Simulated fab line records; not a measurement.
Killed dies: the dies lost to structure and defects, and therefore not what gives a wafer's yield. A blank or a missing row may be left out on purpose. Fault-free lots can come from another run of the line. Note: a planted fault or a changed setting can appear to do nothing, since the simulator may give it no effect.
Matching of chambers | flow gf180mcu | GF_V4_ETCH_16 on rie diel-01 has 4 sister chambers
The step etches BARC in N2/H2. 4 wafers are shown with their chamber, then 7 later ones without.

WAFERS PAIRED WITH THEIR CHAMBERS
wafer  | chamber | throttle valve pct (%)
L085.1 | 2       | 13.235
L085.4 | 3       | 13.237
L090.1 | 0       | 13.219
L090.3 | 1       | 13.222

WAFERS WITH NO CHAMBER GIVEN
wafer  | throttle valve pct (%)
L090.6 | 13.233
L095.1 | 13.247
L095.3 | 13.232
L095.6 | 13.242
L097.1 | 13.227
L097.2 | 13.230
L097.4 | 13.204

WHICH CHAMBER EACH WENT THROUGH
wafer  | from the rows above               | in truth
L090.6 | can't be placed: 2 or 3 or 1 or 0 | 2
L095.1 | can't be placed: 3 or 2 or 1      | 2
L095.3 | can't be placed: 2 or 3 or 1 or 0 | 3
L095.6 | can't be placed: 3 or 2 or 1      | 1
L097.1 | can't be placed: 1 or 2 or 0 or 3 | 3
L097.2 | can't be placed: 2 or 3 or 1 or 0 | 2
L097.4 | can't be placed: 0 or 1           | 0
0 of 7 placed correctly. Can't be placed from these rows: 7 (the true chamber is among the candidates in 7). Number placed wrongly: 0.
How it was worked out, from the rows above alone: a wafer's distance from a chamber is the root of the sum, over the readings, of the square of ((its reading less the chamber's mean) divided by the reading's scatter). If the next closest chamber is less than 2 further off than the closest, the wafer can't be placed; otherwise it belongs to the closest. For every chamber, the mean is computed from those of its wafers that are shown. The scatter: with one shown wafer a chamber, the root of the mean of the squares of how far each hidden wafer lies from its nearest shown one.
